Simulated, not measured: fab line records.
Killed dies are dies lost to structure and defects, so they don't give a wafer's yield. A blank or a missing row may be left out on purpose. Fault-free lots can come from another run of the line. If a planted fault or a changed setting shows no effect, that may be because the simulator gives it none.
Matching of chambers    flow sky130    4 sister chambers for SKY_VIA4_CMP_21 on cmp-02
The step polishes, stops on SiO2, t overpolish 25 s, target thk 0 nm. 4 wafers are shown with their chamber, then 10 later ones without.

== WAFERS, EACH WITH ITS CHAMBER ==
wafer   chamber  motor-current-A (A)
L164.1  2        12.1
L164.5  1        11.0
L166.4  3        11.8
L166.5  0        10.7

== WAFERS WITH NO CHAMBER GIVEN ==
wafer   motor-current-A (A)
L166.6  11.7
L173.2  11.0
L173.3  10.8
L173.5  11.9
L175.3  11.2
L175.4  10.7
L175.6  11.8
L176.1  9.9
L176.3  11.8
L176.6  11.3

== WHICH CHAMBER EACH ONE RAN IN ==
wafer   from the rows above                in truth
L166.6  can't be placed: 3 or 2            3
L173.2  can't be placed: 1 or 0            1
L173.3  can't be placed: 0 or 1            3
L173.5  can't be placed: 3 or 2            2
L175.3  can't be placed: 1 or 0 or 3       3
L175.4  can't be placed: 0 or 1            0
L175.6  can't be placed: 3 or 2            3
L176.1  can't be placed: 0 or 1            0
L176.3  can't be placed: 3 or 2            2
L176.6  can't be placed: 1 or 3 or 0 or 2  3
Placed correctly: 0 of 10. Not placeable from these rows: 10 (in 9, the candidates include the true chamber). 0 placed wrongly.
How it was worked out, from the rows above alone: a wafer's distance from a chamber is the root of the sum, over the readings, of the square of ((its reading less the chamber's mean) divided by the reading's scatter). If the next closest chamber is less than 2 further off than the closest, the wafer can't be placed; otherwise it belongs to the closest. The mean given for a chamber averages the wafers shown for that chamber. The scatter: root of mean squared gap, hidden wafer to nearest shown wafer, with one shown wafer a chamber.
